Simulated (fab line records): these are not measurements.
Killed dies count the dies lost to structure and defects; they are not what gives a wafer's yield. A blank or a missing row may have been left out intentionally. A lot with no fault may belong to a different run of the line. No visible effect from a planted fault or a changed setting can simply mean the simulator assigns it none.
fab line records ; flow sfq-line
[record] lots = 14; wafers = 41; last-day = 86
route steps=325 shown I4@164
lots that met no fault: taken from a fault-free run of the same line
start-h: start of the lot's first displayed wafer, in hours after the record's first day ; wait-h: how many hours have passed since the lot's step before this one ; " repeats the value in the row above ; L1.1+2: a single row standing in for several wafers ; - no value, or no start given ; * or withheld: withheld ; < > ~ a bound
route shown NAME@n: NAME is a module with steps in the file, n the number in the route of the first one ; usual: the fault-free wafers' mean and standard deviation ; same: alike in all rows ; chamber/n: place in a boat ; sites: each site's reading ; _std_site: the standard deviation of these ; _edge_site: mean of outer sites minus mean of inner sites ; radius-mm: for every site, how far away it sits from the centre of the wafer ; mask NAME#n: copy n ; behind: the tool/chamber that last shaped the wafer ; hold: why the lot was held/for how many hours/how that ended ; device: which transistor (n, p or np) failed to switch ; end of line: tests of these same wafers at the route's end ; a step given without rows: its recipe and nothing more ; killed: dies that structure and defects cost at the first sort, which is not the same as the wafer's yield ; map: shows each die of a wafer: x if killed, . if not, _ if none is there
set.NAME: the setting as run; set.NAME@STEP: as run at that earlier step ; model.NAME: the simulator's own value behind a step, which no gauge read
a sample of lots followed through the steps of the route, with each step as a table and each wafer as a row
services: a tool's chamber out of use, with start hour (start-h, from the record's first day; less than 0 if before it), hours out, and reason
[[steps]]
[step SFQ_TRILAYER_I4_CMP_CMP_100]
[recipe] material = SiO2; down-force-psi = 3; platen-rpm = 60; pad-velocity-m-s = 0.94248
[usual] motor-current-A = 10.0/0.57; slurry-filter-dp-kPa = 13.50/0.14; time-to-endpoint-s = 217/9.3
lot.wafer;tool;chamber;start-h;wait-h;motor-current-A;slurry-filter-dp-kPa;time-to-endpoint-s
L385.4;cmp-01;3;976.38;9.2;10.0;13.43;219
L385.2;cmp-01;0;976.38;9.2;10.8;13.68;223
L385.6;cmp-01;3;978.38;11.2;9.2;13.38;219
L386.1;cmp-01;0;979.38;9.2;10.2;13.67;203
L386.2;cmp-01;2;980.38;10.2;10.0;13.43;212
L386.4;cmp-01;3;980.38;10.2;9.6;13.29;202
L387.1;cmp-02;2;985.76;10.9;10.6;13.42;212
L387.3;cmp-02;1;987.26;12.4;9.3;13.50;211
L387.6;cmp-02;2;987.26;12.4;10.3;13.60;225
L388.2;cmp-02;1;989.26;12.0;10.0;13.45;211
L388.1;cmp-02;3;990.26;13.0;9.5;13.32;213
L388.5;cmp-02;1;991.26;13.9;9.8;13.74;213
L391.1;cmp-02;0;997.76;13.3;9.0;13.50;215
L391.4;cmp-02;3;999.26;14.7;9.0;13.27;207
L391.6;cmp-02;0;999.26;14.7;9.3;13.46;215
L390.1;cmp-01;0;997.88;14.6;10.4;13.73;212
L390.3;cmp-01;2;998.88;15.6;10.2;13.57;222
L390.5;cmp-01;0;999.88;16.5;11.0;13.41;219
L392.4;cmp-02;0;1006.76;12.6;9.6;13.65;214
L392.1;cmp-02;1;1006.76;12.6;9.8;13.38;200
L392.3;cmp-02;3;1008.26;14.2;9.3;13.76;201
L400.2;cmp-01;1;1082.71;5.9;10.2;13.39;230
L400.5;cmp-01;1;1084.71;7.9;9.9;13.53;290
L401.2;cmp-01;2;1085.71;7.7;10.2;13.55;209
L401.4;cmp-01;3;1085.71;7.7;9.6;13.68;283
L401.6;cmp-01;2;1087.71;9.7;10.3;13.58;218
L403.4;cmp-01;2;1192.46;7.6;9.8;13.63;221
L403.3;cmp-01;0;1193.46;8.7;11.1;13.50;210
L403.6;cmp-01;2;1194.46;9.6;10.1;13.36;211
L404.2;cmp-01;1;1209.06;0.0;10.0;13.50;240
L404.1;cmp-01;2;1209.06;0.0;10.5;13.52;221
L404.5;cmp-01;1;1211.06;2.0;9.9;13.59;242
L405.1;cmp-01;2;1215.06;3.6;10.7;13.59;224
L405.3;cmp-01;0;1216.06;4.6;10.7;13.53;224
L405.2;cmp-01;1;1216.06;4.6;9.8;13.57;238
L406.2;cmp-02;3;1252.86;7.0;8.9;13.54;223
L406.4;cmp-02;1;1253.86;7.9;9.8;13.29;213
L406.5;cmp-02;3;1254.86;8.9;9.5;13.46;224
L407.3;cmp-01;0;1264.98;7.1;10.2;13.42;216
L407.2;cmp-01;2;1265.98;8.1;10.3;13.56;214
L407.6;cmp-01;1;1267.48;9.5;10.0;13.42;237
[step SFQ_TRILAYER_I4_METRO_MEASURE_101]
[usual] thk-nm = 200.0/1.3
lot.wafer;tool;chamber;start-h;wait-h;thk-nm
L385.2;film-metro-04;-;979.70;0.3;199.8
L385.4;film-metro-04;-;979.70;0.3;199.2
L385.6;film-metro-04;-;979.70;0.3;199.9
L386.1;film-metro-04;-;982.50;0.1;200.5
L386.2;film-metro-04;-;982.50;0.1;200.5
L386.4;film-metro-04;-;982.50;0.1;200.3
L387.1;film-metro-01;-;988.88;0.1;201.3
L387.3;film-metro-01;-;988.88;0.1;200.0
L387.6;film-metro-01;-;988.88;0.1;201.7
L388.1;film-metro-01;-;991.88;0.1;199.7
L388.2;film-metro-01;-;991.88;0.1;199.9
L388.5;film-metro-01;-;991.88;0.1;199.3
L390.1;film-metro-04;-;1000.50;0.1;200.3
L390.3;film-metro-04;-;1000.50;0.1;201.0
L390.5;film-metro-04;-;1000.50;0.1;199.6
L391.1;film-metro-01;-;1000.88;0.1;199.8
L391.4;film-metro-01;-;1000.88;0.1;199.4
L391.6;film-metro-01;-;1000.88;0.1;199.1
L392.1;film-metro-01;-;1009.88;0.1;199.0
L392.3;film-metro-01;-;1009.88;0.1;199.4
L392.4;film-metro-01;-;1009.88;0.1;199.6
L400.2;film-metro-02;-;1086.03;0.3;202.2
L400.5;film-metro-02;-;1086.03;0.3;312.0
L401.2;film-metro-02;-;1089.03;0.3;199.9
L401.4;film-metro-02;-;1089.03;0.3;303.5
L401.6;film-metro-02;-;1089.03;0.3;199.6
L403.3;film-metro-04;-;1195.98;0.5;198.3
L403.4;film-metro-04;-;1195.98;0.5;198.6
L403.6;film-metro-04;-;1195.98;0.5;198.0
L404.1;film-metro-02;-;1212.18;0.1;202.2
L404.2;film-metro-02;-;1212.18;0.1;203.8
L404.5;film-metro-02;-;1212.18;0.1;204.2
L405.1;film-metro-01;-;1218.18;0.1;200.3
L405.2;film-metro-01;-;1218.18;0.1;202.3
L405.3;film-metro-01;-;1218.18;0.1;200.5
L406.2;film-metro-02;-;1255.68;0.3;200.4
L406.4;film-metro-02;-;1255.68;0.3;199.5
L406.5;film-metro-02;-;1255.68;0.3;198.7
L407.2;film-metro-02;-;1268.30;0.3;201.5
L407.3;film-metro-02;-;1268.30;0.3;201.0
L407.6;film-metro-02;-;1268.30;0.3;201.6
[step SFQ_TRILAYER_I4_VIA_ETCH_VIA_ETCH_106]
[recipe] target = SiO2; stop-on = Nb; mask-material = PR; taper-deg = 20; chemistry = CHF3; target-depth-nm = 260; source-w = 500; bias-w = 80; pressure-mtorr = 30; time-s = withheld
[usual] bias-w = 79.96/0.24; chamber-pressure-mTorr = 30.00/0.031; drypump-motor-current-A = 5.6/0.4; oes-product-au = 0.855/0.0051
lot.wafer;tool;chamber;start-h;wait-h;bias-w;chamber-pressure-mTorr;drypump-motor-current-A;oes-product-au
L385.2;rie-diel-04;2;1116.98;0.0;79.73;29.99;5.2;0.854
L385.4;rie-diel-04;3;1116.98;0.0;79.69;30.00;5.4;0.848
L385.6;rie-diel-04;2;1116.98;0.0;79.54;29.97;5.2;0.854
L386.1;rie-diel-03;0;1119.16;0.0;79.89;29.99;5.8;0.854
L386.2;rie-diel-03;1;1119.16;0.0;79.75;29.97;4.8;0.861
L386.4;rie-diel-03;3;1119.16;0.0;79.57;30.03;5.1;0.859
L387.1;rie-diel-03;1;1125.16;0.0;79.46;30.00;4.8;0.852
L387.3;rie-diel-03;2;1125.16;0.0;80.09;30.01;6.1;0.855
L387.6;rie-diel-03;0;1125.16;0.0;80.00;29.92;5.8;0.857
L388.1;rie-diel-02;0;1126.36;0.0;79.67;30.03;5.5;0.849
L388.2;rie-diel-02;1;1126.36;0.0;79.78;30.06;5.8;0.852
L388.5;rie-diel-02;1;1126.36;0.0;80.03;30.00;5.8;0.856
L390.1;rie-diel-02;3;1137.74;0.0;79.88;30.01;5.8;0.855
L390.3;rie-diel-02;2;1137.74;0.0;80.19;30.02;5.6;0.857
L390.5;rie-diel-02;3;1137.74;0.0;79.99;30.03;5.8;0.849
L391.1;rie-diel-04;1;1138.94;0.0;80.26;30.01;6.0;0.855
L391.4;rie-diel-04;3;1138.94;0.0;79.78;29.97;5.4;0.854
L391.6;rie-diel-04;1;1138.94;0.0;80.29;29.97;6.0;0.854
L392.1;rie-diel-03;2;1148.86;0.0;80.37;29.98;6.1;0.845
L392.3;rie-diel-03;3;1148.86;0.0;79.91;30.00;5.1;0.854
L392.4;rie-diel-03;0;1148.86;0.0;80.05;30.03;5.8;0.847
L400.2;rie-diel-03;2;1195.66;0.0;79.60;29.96;6.1;0.859
L400.5;rie-diel-03;0;1195.66;0.0;79.94;29.99;5.9;0.995
L401.2;rie-diel-02;3;1196.98;0.0;79.90;29.97;5.8;0.858
L401.4;rie-diel-02;0;1196.98;0.0;79.95;30.07;5.5;1.015
L401.6;rie-diel-02;0;1196.98;0.0;79.80;30.03;5.5;0.858
L403.3;rie-diel-03;0;1203.34;0.0;79.90;30.06;5.8;0.858
L403.4;rie-diel-03;1;1203.34;0.0;79.92;29.97;4.8;0.853
L403.6;rie-diel-03;1;1203.34;0.0;79.87;29.96;4.8;0.849
L404.1;rie-diel-02;1;1216.71;0.0;80.19;29.97;5.8;0.861
L404.2;rie-diel-02;2;1216.71;0.0;80.20;30.00;5.5;0.861
L404.5;rie-diel-02;2;1216.71;0.0;80.11;30.01;5.5;0.863
L405.1;rie-diel-04;1;1221.70;0.0;80.08;30.05;6.0;0.850
L405.2;rie-diel-04;2;1221.70;0.0;80.08;30.02;5.2;0.860
L405.3;rie-diel-04;0;1221.70;0.0;80.00;29.99;5.8;0.862
L406.2;rie-diel-03;2;1268.95;0.0;79.90;30.03;6.1;0.853
L406.4;rie-diel-03;1;1268.95;0.0;79.90;29.98;4.8;0.854
L406.5;rie-diel-03;0;1268.95;0.0;79.73;30.01;5.8;0.857
L407.2;rie-diel-04;2;1378.80;0.0;80.48;30.00;5.2;0.856
L407.3;rie-diel-04;0;1378.80;0.0;79.72;30.03;5.8;0.861
L407.6;rie-diel-04;0;1378.80;0.0;79.60;29.98;5.8;0.868
[[services]]
tool;chamber;start-h;hours;kind
film-metro-01;-;969.36;1.8;pm
film-metro-01;-;986.70;0.2;pm
cmp-02;-;1059.85;2.7;repair
rie-diel-03;2;1064.09;11.7;repair
cmp-01;-;1072.96;3.1;repair
film-metro-01;-;1076.23;0.3;pm
film-metro-01;-;1082.85;9.3;repair
rie-diel-03;-;1091.43;0.8;repair
rie-diel-03;0;1099.35;8.3;repair
rie-diel-03;2;1103.77;7.6;repair
rie-diel-03;3;1106.54;2.4;repair
rie-diel-03;0;1114.30;4.3;repair
cmp-01;-;1118.63;1.6;repair
cmp-01;-;1123.60;4.9;pm
rie-diel-03;-;1135.80;0.3;repair
cmp-01;-;1143.46;3.3;pm
cmp-01;-;1238.87;7.1;repair
cmp-01;-;1254.98;4.0;pm
rie-diel-03;0;1304.18;5.0;repair
cmp-01;-;1312.48;1.2;repair
rie-diel-03;0;1315.23;6.9;repair
rie-diel-03;1;1321.77;2.4;repair
rie-diel-03;2;1327.40;3.4;repair
cmp-01;-;1365.31;7.2;repair
[[key]]
[first-sign] step = SFQ_TRILAYER_I4_CMP_CMP_100; reading = time-to-endpoint-s; direction = up; sigmas = 7.4; usual = *; struck = *
[effect] step = SFQ_TRILAYER_I4_METRO_MEASURE_101; reading = thk-nm; direction = up; sigmas = 85; usual = 200.0; struck = 307.8
[effect] step = SFQ_TRILAYER_I4_VIA_ETCH_VIA_ETCH_106; reading = oes-product-au; direction = up; sigmas = 29; usual = 0.855; struck = 1.005
met-at SFQ_TRILAYER_I4_CMP_CMP_100
struck-lots L400,L401
struck-wafers L400.5,L401.4
onset-between 997.88 1082.71
[fault] kind = process-parameter-drift; tool = cmp-01; chamber = -; onset-h = 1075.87; steps = SFQ_TRILAYER_I4_CMP_CMP_100; channel = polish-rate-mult; offset = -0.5; shape = step; end-h = 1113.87; scope = struck-wafers-only
